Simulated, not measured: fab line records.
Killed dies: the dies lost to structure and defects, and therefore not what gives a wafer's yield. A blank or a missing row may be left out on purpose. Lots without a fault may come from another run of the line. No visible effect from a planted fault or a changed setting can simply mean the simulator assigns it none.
Which tool is to blame? || flow sky130 || 12 lots with 36 wafers sampled at 6 steps, on a route of 708 steps

## WHAT EACH GAUGE READ, for each wafer
SKY_SD_N_CD_MEAS_07: the cd target is 380 nm. Usual: cd_nm reads 380.5 nm (standard deviation 2.3).
{"lot": "L333", "measured": "day 27 23:49", "on": "cd_sem-02", "cd_nm (nm)": "380.2 381.4 379.0", "flag": ""}
{"lot": "L334", "measured": "day 28 08:19", "on": "cd_sem-02", "cd_nm (nm)": "380.7 383.0 382.2", "flag": ""}
{"lot": "L335", "measured": "day 28 17:46", "on": "cd_sem-02", "cd_nm (nm)": "380.9 380.4 379.4", "flag": ""}
{"lot": "L337", "measured": "day 29 15:10", "on": "cd_sem-02", "cd_nm (nm)": "382.0 379.6 383.3", "flag": ""}
{"lot": "L341", "measured": "day 31 04:19", "on": "cd_sem-01", "cd_nm (nm)": "379.1 378.5 377.7", "flag": ""}
{"lot": "L344", "measured": "day 32 02:20", "on": "cd_sem-01", "cd_nm (nm)": "385.3 382.3 384.3", "flag": ""}
{"lot": "L345", "measured": "day 32 10:53", "on": "cd_sem-02", "cd_nm (nm)": "379.4 380.4 379.3", "flag": ""}
{"lot": "L347", "measured": "day 33 03:55", "on": "cd_sem-02", "cd_nm (nm)": "376.7 379.5 375.0", "flag": ""}
{"lot": "L348", "measured": "day 33 08:13", "on": "cd_sem-02", "cd_nm (nm)": "376.1 378.6 377.8", "flag": ""}
{"lot": "L350", "measured": "day 33 17:49", "on": "cd_sem-02", "cd_nm (nm)": "380.8 382.8 376.8", "flag": ""}
{"lot": "L351", "measured": "day 34 17:27", "on": "cd_sem-02", "cd_nm (nm)": "380.4 377.3 379.6", "flag": ""}
{"lot": "L354", "measured": "day 35 01:26", "on": "cd_sem-01", "cd_nm (nm)": "382.8 381.7 383.2", "flag": ""}

SKY_SD_N_RS_MEAS_16: uses a four-point probe to measure. Usual: SD_N_RS 68.54 ohm/sq, standard deviation 0.14.
{"lot": "L333", "measured": "day 28 00:39", "on": "film_metro-02", "SD_N_RS (ohm/sq)": "68.36 68.34 68.46", "flag": ""}
{"lot": "L334", "measured": "day 28 09:10", "on": "film_metro-01", "SD_N_RS (ohm/sq)": "68.84 68.61 68.48", "flag": ""}
{"lot": "L335", "measured": "day 28 18:36", "on": "film_metro-02", "SD_N_RS (ohm/sq)": "68.36 68.39 68.58", "flag": ""}
{"lot": "L337", "measured": "day 29 16:00", "on": "film_metro-02", "SD_N_RS (ohm/sq)": "68.50 68.50 68.51", "flag": ""}
{"lot": "L341", "measured": "day 31 05:09", "on": "film_metro-02", "SD_N_RS (ohm/sq)": "68.31 68.33 68.33", "flag": ""}
{"lot": "L344", "measured": "day 32 03:11", "on": "film_metro-01", "SD_N_RS (ohm/sq)": "68.56 68.59 68.40", "flag": ""}
{"lot": "L345", "measured": "day 32 11:43", "on": "film_metro-02", "SD_N_RS (ohm/sq)": "71.05 71.06 71.09", "flag": "OFF"}
{"lot": "L347", "measured": "day 33 04:46", "on": "film_metro-03", "SD_N_RS (ohm/sq)": "71.26 71.18 71.24", "flag": "OFF"}
{"lot": "L348", "measured": "day 33 09:03", "on": "film_metro-02", "SD_N_RS (ohm/sq)": "68.47 68.55 68.47", "flag": ""}
{"lot": "L350", "measured": "day 33 18:43", "on": "film_metro-02", "SD_N_RS (ohm/sq)": "68.52 68.62 68.59", "flag": ""}
{"lot": "L351", "measured": "day 34 18:17", "on": "film_metro-02", "SD_N_RS (ohm/sq)": "68.80 68.57 68.56", "flag": ""}
{"lot": "L354", "measured": "day 35 02:17", "on": "film_metro-01", "SD_N_RS (ohm/sq)": "68.71 68.75 68.65", "flag": ""}

SKY_SD_N_RS_MEAS_17: uses a four-point probe to measure. Usual: SD_P_RS 147.1 ohm/sq, standard deviation 0.35.
{"lot": "L333", "measured": "day 28 00:46", "on": "film_metro-02", "SD_P_RS (ohm/sq)": "147.0 147.5 147.4", "flag": ""}
{"lot": "L334", "measured": "day 28 09:17", "on": "film_metro-01", "SD_P_RS (ohm/sq)": "147.4 147.1 146.9", "flag": ""}
{"lot": "L335", "measured": "day 28 18:43", "on": "film_metro-02", "SD_P_RS (ohm/sq)": "146.4 147.2 146.9", "flag": ""}
{"lot": "L337", "measured": "day 29 16:07", "on": "film_metro-02", "SD_P_RS (ohm/sq)": "147.2 147.3 146.9", "flag": ""}
{"lot": "L341", "measured": "day 31 05:16", "on": "film_metro-02", "SD_P_RS (ohm/sq)": "146.4 146.4 146.7", "flag": ""}
{"lot": "L344", "measured": "day 32 03:18", "on": "film_metro-01", "SD_P_RS (ohm/sq)": "146.6 147.2 146.2", "flag": ""}
{"lot": "L345", "measured": "day 32 11:50", "on": "film_metro-02", "SD_P_RS (ohm/sq)": "162.0 162.2 161.9", "flag": "OFF"}
{"lot": "L347", "measured": "day 33 04:53", "on": "film_metro-03", "SD_P_RS (ohm/sq)": "162.1 162.5 162.5", "flag": "OFF"}
{"lot": "L348", "measured": "day 33 09:10", "on": "film_metro-02", "SD_P_RS (ohm/sq)": "147.2 147.5 147.1", "flag": ""}
{"lot": "L350", "measured": "day 33 18:50", "on": "film_metro-02", "SD_P_RS (ohm/sq)": "147.8 147.6 147.9", "flag": ""}
{"lot": "L351", "measured": "day 34 18:25", "on": "film_metro-02", "SD_P_RS (ohm/sq)": "147.6 147.1 146.8", "flag": ""}
{"lot": "L354", "measured": "day 35 02:24", "on": "film_metro-01", "SD_P_RS (ohm/sq)": "147.4 147.4 146.8", "flag": ""}

SKY_LI_CONTACT_THK_MEAS_01. Usual: LI_CONTACT_HDPCVD_THK 926 nm, standard deviation 9.6.
{"lot": "L333", "measured": "day 28 01:07", "on": "film_metro-03", "LI_CONTACT_HDPCVD_THK (nm)": "926 926 927", "flag": ""}
{"lot": "L334", "measured": "day 28 09:38", "on": "film_metro-03", "LI_CONTACT_HDPCVD_THK (nm)": "926 922 911", "flag": ""}
{"lot": "L335", "measured": "day 28 19:04", "on": "film_metro-01", "LI_CONTACT_HDPCVD_THK (nm)": "918 920 937", "flag": ""}
{"lot": "L337", "measured": "day 29 16:28", "on": "film_metro-01", "LI_CONTACT_HDPCVD_THK (nm)": "940 927 925", "flag": ""}
{"lot": "L341", "measured": "day 31 05:37", "on": "film_metro-03", "LI_CONTACT_HDPCVD_THK (nm)": "918 936 934", "flag": ""}
{"lot": "L344", "measured": "day 32 03:40", "on": "film_metro-02", "LI_CONTACT_HDPCVD_THK (nm)": "913 928 922", "flag": ""}
{"lot": "L345", "measured": "day 32 12:11", "on": "film_metro-03", "LI_CONTACT_HDPCVD_THK (nm)": "940 936 950", "flag": ""}
{"lot": "L347", "measured": "day 33 05:15", "on": "film_metro-02", "LI_CONTACT_HDPCVD_THK (nm)": "929 922 925", "flag": ""}
{"lot": "L348", "measured": "day 33 09:31", "on": "film_metro-02", "LI_CONTACT_HDPCVD_THK (nm)": "917 933 914", "flag": ""}
{"lot": "L350", "measured": "day 33 19:11", "on": "film_metro-03", "LI_CONTACT_HDPCVD_THK (nm)": "925 911 909", "flag": ""}
{"lot": "L351", "measured": "day 34 18:48", "on": "film_metro-01", "LI_CONTACT_HDPCVD_THK (nm)": "930 932 919", "flag": ""}
{"lot": "L354", "measured": "day 35 02:44", "on": "film_metro-02", "LI_CONTACT_HDPCVD_THK (nm)": "918 936 930", "flag": ""}

## WHICH TOOL RAN EACH LOT (tool, then ch and the chambers of the sampled wafers, then the start)
{"lot": "L333", "SKY_SD_P_STRIP_10": "plasma_asher-03 ch 0,1, day 25 13:44", "SKY_SD_N_RTA_14": "rtp_anneal-02 ch 0, day 28 00:28"}
{"lot": "L334", "SKY_SD_P_STRIP_10": "plasma_asher-03 ch 0,1, day 25 22:36", "SKY_SD_N_RTA_14": "rtp_anneal-01 ch 0, day 28 08:59"}
{"lot": "L335", "SKY_SD_P_STRIP_10": "plasma_asher-03 ch 0,1, day 26 09:42", "SKY_SD_N_RTA_14": "rtp_anneal-02 ch 0, day 28 18:25"}
{"lot": "L337", "SKY_SD_P_STRIP_10": "plasma_asher-04 ch 0,1, day 27 06:45", "SKY_SD_N_RTA_14": "rtp_anneal-02 ch 0, day 29 15:49"}
{"lot": "L341", "SKY_SD_P_STRIP_10": "plasma_asher-02 ch 0,1, day 28 20:14", "SKY_SD_N_RTA_14": "rtp_anneal-02 ch 0, day 31 04:58"}
{"lot": "L344", "SKY_SD_P_STRIP_10": "plasma_asher-02 ch 0,1, day 29 19:04", "SKY_SD_N_RTA_14": "rtp_anneal-01 ch 0, day 32 03:01"}
{"lot": "L345", "SKY_SD_P_STRIP_10": "plasma_asher-02 ch 0,1, day 30 04:32", "SKY_SD_N_RTA_14": "rtp_anneal-02 ch 0, day 32 11:31"}
{"lot": "L347", "SKY_SD_P_STRIP_10": "plasma_asher-02 ch 0,1, day 30 21:16", "SKY_SD_N_RTA_14": "rtp_anneal-02 ch 0, day 33 04:35"}
{"lot": "L348", "SKY_SD_P_STRIP_10": "plasma_asher-02 ch 0,1, day 31 01:24", "SKY_SD_N_RTA_14": "rtp_anneal-01 ch 0, day 33 08:52"}
{"lot": "L350", "SKY_SD_P_STRIP_10": "plasma_asher-03 ch 0,1, day 31 13:06", "SKY_SD_N_RTA_14": "rtp_anneal-01 ch 0, day 33 18:32"}
{"lot": "L351", "SKY_SD_P_STRIP_10": "plasma_asher-03 ch 0,1, day 32 14:04", "SKY_SD_N_RTA_14": "rtp_anneal-01 ch 0, day 34 18:05"}
{"lot": "L354", "SKY_SD_P_STRIP_10": "plasma_asher-04 ch 0,1, day 32 20:53", "SKY_SD_N_RTA_14": "rtp_anneal-01 ch 0, day 35 02:04"}
- SKY_SD_P_STRIP_10: strips in O2/N2.
- SKY_SD_N_RTA_14: time 2 s.

## AS READ BY THE TOOLS THEMSELVES (means over the sampled wafers that have a number; for cases with no such wafer, the mark the record gives instead)
SKY_SD_P_STRIP_10. Usual: drypump_motor_current_A 5.89 A, standard deviation 0.28; oes_product_au 0.618 a.u., standard deviation 0.0045; strip_time_to_endpoint_s 17.49 s, standard deviation 0.04.
{"lot": "L333", "tool": "plasma_asher-03", "drypump_motor_current_A (A)": 5.72, "oes_product_au (a.u.)": 0.616, "strip_time_to_endpoint_s (s)": 17.47, "flag": ""}
{"lot": "L334", "tool": "plasma_asher-03", "drypump_motor_current_A (A)": 5.72, "oes_product_au (a.u.)": 0.615, "strip_time_to_endpoint_s (s)": 17.48, "flag": ""}
{"lot": "L335", "tool": "plasma_asher-03", "drypump_motor_current_A (A)": 5.73, "oes_product_au (a.u.)": 0.624, "strip_time_to_endpoint_s (s)": 17.50, "flag": ""}
{"lot": "L337", "tool": "plasma_asher-04", "drypump_motor_current_A (A)": 6.04, "oes_product_au (a.u.)": 0.619, "strip_time_to_endpoint_s (s)": 17.56, "flag": ""}
{"lot": "L341", "tool": "plasma_asher-02", "drypump_motor_current_A (A)": 5.71, "oes_product_au (a.u.)": 0.616, "strip_time_to_endpoint_s (s)": 17.50, "flag": ""}
{"lot": "L344", "tool": "plasma_asher-02", "drypump_motor_current_A (A)": 5.73, "oes_product_au (a.u.)": 0.621, "strip_time_to_endpoint_s (s)": 17.44, "flag": ""}
{"lot": "L345", "tool": "plasma_asher-02", "drypump_motor_current_A (A)": 5.93, "oes_product_au (a.u.)": 0.619, "strip_time_to_endpoint_s (s)": 17.52, "flag": ""}
{"lot": "L347", "tool": "plasma_asher-02", "drypump_motor_current_A (A)": 5.93, "oes_product_au (a.u.)": 0.615, "strip_time_to_endpoint_s (s)": 17.47, "flag": ""}
{"lot": "L348", "tool": "plasma_asher-02", "drypump_motor_current_A (A)": 5.94, "oes_product_au (a.u.)": 0.617, "strip_time_to_endpoint_s (s)": 17.41, "flag": ""}
{"lot": "L350", "tool": "plasma_asher-03", "drypump_motor_current_A (A)": 5.86, "oes_product_au (a.u.)": 0.616, "strip_time_to_endpoint_s (s)": 17.51, "flag": ""}
{"lot": "L351", "tool": "plasma_asher-03", "drypump_motor_current_A (A)": 5.89, "oes_product_au (a.u.)": 0.618, "strip_time_to_endpoint_s (s)": 17.46, "flag": ""}
{"lot": "L354", "tool": "plasma_asher-04", "drypump_motor_current_A (A)": 6.13, "oes_product_au (a.u.)": 0.614, "strip_time_to_endpoint_s (s)": 17.52, "flag": ""}

SKY_SD_N_RTA_14. Usual: lamp_power_pct 15.73 %, standard deviation 0.051; wafer_temp_C_max 1078.1, standard deviation 1.4.
{"lot": "L333", "tool": "rtp_anneal-02", "lamp_power_pct (%)": 15.74, "wafer_temp_C_max": 1077.0, "flag": ""}
{"lot": "L334", "tool": "rtp_anneal-01", "lamp_power_pct (%)": 15.76, "wafer_temp_C_max": 1078.8, "flag": ""}
{"lot": "L335", "tool": "rtp_anneal-02", "lamp_power_pct (%)": 15.72, "wafer_temp_C_max": 1076.0, "flag": ""}
{"lot": "L337", "tool": "rtp_anneal-02", "lamp_power_pct (%)": 15.76, "wafer_temp_C_max": 1078.0, "flag": ""}
{"lot": "L341", "tool": "rtp_anneal-02", "lamp_power_pct (%)": 15.71, "wafer_temp_C_max": 1077.9, "flag": ""}
{"lot": "L344", "tool": "rtp_anneal-01", "lamp_power_pct (%)": 15.75, "wafer_temp_C_max": 1077.7, "flag": ""}
{"lot": "L345", "tool": "rtp_anneal-02", "lamp_power_pct (%)": 15.74, "wafer_temp_C_max": 1078.1, "flag": ""}
{"lot": "L347", "tool": "rtp_anneal-02", "lamp_power_pct (%)": 15.71, "wafer_temp_C_max": 1078.3, "flag": ""}
{"lot": "L348", "tool": "rtp_anneal-01", "lamp_power_pct (%)": 15.71, "wafer_temp_C_max": 1078.3, "flag": ""}
{"lot": "L350", "tool": "rtp_anneal-01", "lamp_power_pct (%)": 15.77, "wafer_temp_C_max": 1078.6, "flag": ""}
{"lot": "L351", "tool": "rtp_anneal-01", "lamp_power_pct (%)": 15.73, "wafer_temp_C_max": 1077.7, "flag": ""}
{"lot": "L354", "tool": "rtp_anneal-01", "lamp_power_pct (%)": 15.75, "wafer_temp_C_max": 1078.5, "flag": ""}

## THE ANSWER, worked out from the rows above alone
Rule: lot off if the mean of its wafers having a number is beyond 3 standard deviations from the usual mean. Also off: a lot with no number at a reading for which 4 or more lots have one. Where the step has rows for the other lots, those lots are counted as sound. Order of review: gauges by route order, followed by the tools' own readings, for which a lot's mean as printed above is used. The first step at which some lot is off is used, and at that step the reading that is off furthest; a lot without a number counts as furthest.
Off: L345, L347, seen at SKY_SD_N_RS_MEAS_16 (SD_N_RS).
A tool fits if, at a process step before that reading, it ran every lot that is off, and no sound lot after the first of them. The gauges at SKY_SD_N_RS_MEAS_16 are tried like those tools. One fits: rtp_anneal-02 at SKY_SD_N_RTA_14. Its last sound lot is L341 (day 31 04:58), its first lot that is off L345 (day 32 11:31): a fault that began between those two fits.

## WHAT WAS PUT IN BY THE SIMULATOR
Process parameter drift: rtp_anneal-02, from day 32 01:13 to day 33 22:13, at SKY_SD_N_RTA_14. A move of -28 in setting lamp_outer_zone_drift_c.
Struck lots among those shown: L345, L347. Same finding as the rule above.
